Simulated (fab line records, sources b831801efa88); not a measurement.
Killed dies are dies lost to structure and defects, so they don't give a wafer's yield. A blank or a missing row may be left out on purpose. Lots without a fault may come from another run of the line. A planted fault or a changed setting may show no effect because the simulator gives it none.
fab line records | flow sky130
record lots=13 wafers=39 last_day=50
route steps=708 shown LDD_HVP@281 METAL3@567 VIA3@588 METAL4@601
lots that met no fault: from a run of the same line without faults
start_h: hours from the record's first day to the start of the lot's first wafer shown | wait_h: hours since the lot's step before | " the same as in the row above | L1.1+2: a row that stands for several wafers | - no value, or no start given | * or withheld: withheld | < > ~ a bound
route shown NAME@n: a module of which the file shows steps, and the number in the route of the first | usual: mean/standard deviation of fault-free wafers | same: alike in all rows | chamber/n: place in a boat | sites: the reading at each site | _std_site: their standard deviation | _edge_site: outer sites' mean less inner sites' | radius_mm: how far each site lies from the wafer's centre | mask NAME#n: copy n | behind: the tool/chamber that last shaped the wafer | hold: why the lot was held/for how many hours/how that ended | device: the transistor (n, p or np) that didn't switch | end of line: the same wafers' tests at the end of the route | a step without rows: its recipe alone | killed: dies lost to structure and defects at the first sort, not the wafer's yield | map: a wafer's dies, x killed, . not, _ none there
set.NAME: the setting as run; set.NAME@STEP: as run at that earlier step | model.NAME: the simulator's own value behind a step, which no gauge read
steps of the route over a sample of lots; a table a step, a row a wafer
services: from which hour (start_h, from the record's first day; less than 0 if before it) a tool's chamber was out of use, for how many hours, and why
## steps
# step SKY_LDD_HVP_SOFTBAKE_03
# recipe temp_c=90 time_s=60 resist=NOVOLAK
# usual heater_power_total_W=56.59/0.04 plate_temp_C=89.99/0.13
# columns lot.wafer tool chamber start_h wait_h heater_power_total_W plate_temp_C
L632.3 litho_track-01 0 471.21 0.1 56.60 90.05
L632.4 " 0 " " 56.61 89.84
L632.5 " 0 " " 56.58 89.91
L633.4 litho_track-01 0 494.03 0.1 56.54 89.81
L633.5 " 0 " " 56.56 89.73
L633.6 " 0 " " 56.46 89.77
L634.1 litho_track-02 0 494.27 0.1 56.52 89.79
L634.3 " 0 " " 56.57 89.85
L634.5 " 0 " " 56.61 90.00
L635.3 litho_track-02 0 513.67 0.1 56.63 90.18
L635.5 " 0 " " 56.55 90.27
L635.6 " 0 " " 56.55 90.00
L639.1 litho_track-04 0 544.68 0.1 56.61 89.90
L639.2 " 0 " " 56.58 90.01
L639.4 " 0 " " 56.62 89.97
L644.1 litho_track-04 0 589.13 0.1 56.61 90.27
L644.2 " 0 " " 56.61 89.93
L644.5 " 0 " " 56.51 90.10
L645.2 litho_track-04 0 597.20 0.1 56.55 89.90
L645.3 " 0 " " 56.58 90.04
L645.5 " 0 " " 56.59 90.00
L650.1 litho_track-01 0 628.30 0.1 55.59 88.84
L650.5 " 0 " " 55.63 88.90
L650.6 " 0 " " 55.52 88.79
L649.1 litho_track-01 0 633.00 0.1 55.55 88.78
L649.2 " 0 " " 55.59 88.97
L649.3 " 0 " " 55.66 88.90
L652.1 litho_track-02 0 648.37 0.1 56.55 90.30
L652.3 " 0 " " 56.62 90.37
L652.4 " 0 " " 56.60 90.44
L653.2 litho_track-04 0 654.35 0.1 56.62 89.95
L653.3 " 0 " " 56.58 89.93
L653.5 " 0 " " 56.57 89.85
L654.2 litho_track-02 0 666.79 0.1 56.52 89.95
L654.3 " 0 " " 56.61 89.89
L654.5 " 0 " " 56.57 90.05
L655.1 litho_track-04 0 678.18 0.1 56.64 89.76
L655.5 " 0 " " 56.60 89.88
L655.6 " 0 " " 56.61 89.71
# step SKY_METAL3_ETCH_17
# recipe target=SiO2 stop_on=TiN chemistry=C4F8/O2/Ar source_w=1500 bias_w=1200 pressure_mtorr=40 c4f8_flow_sccm=withheld O2_flow_sccm=6 Ar_flow_sccm=300 time_s=3.9 target_depth_a=150
# usual oes_product_au=0.756/0.0078
# columns lot.wafer tool chamber start_h wait_h oes_product_au rf_hours_counter_h
L632.3 rie_diel-03 0 895.65 0.0 0.754 10
L632.4 " 1 " " 0.746 8
L632.5 " 1 " " 0.775 -
L633.4 rie_diel-04 1 912.85 0.0 0.760 12
L633.5 " 3 " " 0.768 -
L633.6 " 0 " " 0.760 -
L634.1 rie_diel-01 2 913.71 0.1 0.752 16
L634.3 " 3 " " 0.738 4
L634.5 " 1 " " 0.747 -
L635.3 rie_diel-01 0 928.94 0.1 0.749 5
L635.5 " 1 " " 0.764 -
L635.6 " 2 " " 0.754 -
L639.1 rie_diel-01 3 953.05 0.1 0.746 5
L639.2 " 1 " " 0.748 15
L639.4 " 0 " " 0.750 5
L644.1 rie_diel-01 3 989.21 0.1 0.750 7
L644.2 " 1 " " 0.750 16
L644.5 " 0 " " 0.760 -
L645.2 rie_diel-01 2 994.30 0.1 0.764 18
L645.3 " 1 " " 0.767 16
L645.5 " 2 " " 0.775 -
L650.1 rie_diel-03 2 1021.25 0.1 0.748 13
L650.5 " 2 " " 0.755 -
L650.6 " 3 " " 0.767 -
L649.1 rie_diel-01 3 1024.20 0.1 0.756 8
L649.2 " 0 " " 0.753 8
L649.3 " 1 " " 0.768 18
L652.1 rie_diel-01 0 1037.80 0.1 0.743 8
L652.3 " 2 " " 0.757 20
L652.4 " 3 " " 0.757 8
L653.2 rie_diel-01 1 1043.15 0.1 0.751 19
L653.3 " 0 " " 0.761 9
L653.5 " 1 " " 0.751 -
L654.2 rie_diel-04 0 1052.70 0.1 0.763 25
L654.3 " 1 " " 0.757 17
L654.5 " 1 " " 0.769 -
L655.1 rie_diel-01 0 1059.62 0.1 0.760 9
L655.5 " 1 " " 0.779 -
L655.6 " 0 " " 0.766 -
# step SKY_VIA3_ETCH_15
# recipe target=SiO2 chemistry=C4F8/O2/Ar target_depth_nm=507 stop_on=TiN mask_material=KrF-thick source_w=1500 bias_w=1200 pressure_mtorr=40 c4f8_flow_sccm=withheld O2_flow_sccm=6 Ar_flow_sccm=300 time_s=78
# usual oes_product_au=0.938/0.0049
# columns lot.wafer tool chamber start_h wait_h oes_product_au rf_hours_counter_h
L632.3 rie_diel-01 3 922.46 0.0 0.941 4
L632.4 " 0 " " 0.943 4
L632.5 " 3 " " 0.930 -
L633.4 rie_diel-01 1 939.16 0.0 0.941 15
L633.5 " 1 " " 0.936 -
L633.6 " 2 " " 0.927 -
L634.1 rie_diel-01 2 940.61 0.0 0.937 17
L634.3 " 1 " " 0.934 15
L634.5 " 0 " " 0.954 -
L635.3 rie_diel-01 2 955.50 0.0 0.939 17
L635.5 " 0 " " 0.940 -
L635.6 " 1 " " 0.930 -
L639.1 rie_diel-04 1 978.08 0.0 0.930 15
L639.2 " 3 " " 0.942 12
L639.4 " 3 " " 0.934 -
L644.1 rie_diel-01 2 1013.76 0.0 0.939 19
L644.2 " 0 " " 0.935 7
L644.5 " 0 " " 0.939 -
L645.2 rie_diel-02 0 1019.01 0.0 0.933 12
L645.3 " 2 " " 0.939 8
L645.5 " 0 " " 0.935 -
L650.1 rie_diel-01 3 1045.03 0.0 0.932 9
L650.5 " 3 " " 0.930 -
L650.6 " 2 " " 0.950 -
L649.1 rie_diel-01 0 1048.36 0.0 0.937 9
L649.2 " 2 " " 0.939 21
L649.3 " 3 " " 0.934 9
L652.1 rie_diel-01 3 1061.15 0.0 0.942 9
L652.3 " 0 " " 0.938 9
L652.4 " 1 " " 0.951 20
L653.2 rie_diel-02 2 1065.37 0.0 0.943 8
L653.3 " 3 " " 0.938 7
L653.5 " 0 " " 0.941 -
L654.2 rie_diel-02 1 1075.58 0.0 0.937 16
L654.3 " 3 " " 0.940 7
L654.5 " 1 " " 0.943 -
L655.1 rie_diel-02 0 1082.08 0.0 0.929 13
L655.5 " 1 " " 0.934 -
L655.6 " 2 " " 0.942 -
# step SKY_METAL4_SPUTTER_03
# recipe material=Ti target_thk_nm=5 power_w=3000 time_s=3.3 chamber_pressure_pa=0.4
# usual throttle_valve_pct=30.0/0.94
# columns lot.wafer tool chamber start_h wait_h throttle_valve_pct
L632.3 pvd_sputter-04 - 923.95 0.0 28.3
L632.4 " - " " 31.4
L632.5 " - " " 31.1
L633.4 pvd_sputter-01 - 940.60 0.0 30.2
L633.5 " - " " 32.1
L633.6 " - " " 30.2
L634.1 pvd_sputter-04 - 942.02 0.0 28.4
L634.3 " - " " 29.3
L634.5 " - " " 31.2
L635.3 pvd_sputter-01 - 956.95 0.0 31.8
L635.5 " - " " 30.1
L635.6 " - " " 28.7
L639.1 pvd_sputter-04 - 979.90 0.0 28.6
L639.2 " - " " 30.0
L639.4 " - " " 29.5
L644.1 pvd_sputter-04 - 1015.17 0.0 29.2
L644.2 " - " " 30.3
L644.5 " - " " 29.4
L645.2 pvd_sputter-03 - 1020.44 0.0 31.0
L645.3 " - " " 29.8
L645.5 " - " " 29.8
L650.1 pvd_sputter-01 - 1046.44 0.0 31.8
L650.5 " - " " 30.6
L650.6 " - " " 28.6
L649.1 pvd_sputter-03 - 1049.77 0.0 31.0
L649.2 " - " " 29.4
L649.3 " - " " 30.7
L652.1 pvd_sputter-04 - 1062.56 0.0 30.1
L652.3 " - " " 29.3
L652.4 " - " " 28.8
L653.2 pvd_sputter-03 - 1066.77 0.0 29.2
L653.3 " - " " 30.6
L653.5 " - " " 31.0
L654.2 pvd_sputter-03 - 1076.98 0.0 29.3
L654.3 " - " " 30.7
L654.5 " - " " 30.9
L655.1 pvd_sputter-03 - 1083.51 0.0 30.9
L655.5 " - " " 30.8
L655.6 " - " " 30.8
## services
# columns tool chamber start_h hours kind
rie_diel-01 - 457.21 0.9 repair
rie_diel-01 1 469.77 4.8 repair
pvd_sputter-04 - 554.53 0.6 repair
rie_diel-01 - 593.50 1.2 repair
rie_diel-01 3 641.79 8.6 repair
pvd_sputter-04 - 649.57 4.6 repair
rie_diel-01 0 666.30 5.0 repair
rie_diel-01 2 676.36 3.9 repair
rie_diel-01 0 680.42 3.5 repair
rie_diel-01 3 708.00 5.0 repair
pvd_sputter-03 - 785.90 0.6 repair
pvd_sputter-03 - 808.86 1.8 repair
pvd_sputter-04 - 820.25 0.6 repair
rie_diel-01 3 824.57 10.7 repair
pvd_sputter-04 - 856.74 1.1 repair
pvd_sputter-04 - 884.87 19.5 repair
rie_diel-01 3 891.73 8.0 repair
pvd_sputter-03 - 917.65 5.4 repair
rie_diel-01 - 925.35 2.8 pm
pvd_sputter-04 - 950.41 0.5 repair
pvd_sputter-03 - 958.88 1.4 repair
pvd_sputter-04 - 968.39 8.1 repair
pvd_sputter-04 - 1015.78 14.1 repair
pvd_sputter-04 - 1055.14 7.1 repair
## key
first_sign step=SKY_LDD_HVP_SOFTBAKE_03 reading=heater_power_total_W direction=down sigmas=25 usual=* struck=*
effect step=SKY_LDD_HVP_SOFTBAKE_03 reading=plate_temp_C direction=down sigmas=8.7 usual=* struck=*
met_at SKY_LDD_HVP_SOFTBAKE_03
struck_lots L649,L650
tester_left_out L649,L650
not_acting_at SKY_METAL3_ETCH_17,SKY_VIA3_ETCH_15,SKY_METAL4_SPUTTER_03
onset_between 494.03 628.30
fault kind=process_parameter_drift tool=litho_track-01 chamber=- onset_h=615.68 steps=SKY_LDD_HVP_SOFTBAKE_03 channel=temp_c offset=* shape=step end_h=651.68 acts_in=* stated=*
# tester_left_out: of these lots the tester's yield and bins aren't shown, on N5 and GAA mostly nor the transistor test; their killed dies are dies lost to structure and defects alone, not to doping, threshold or leakage, so they don't give the yield
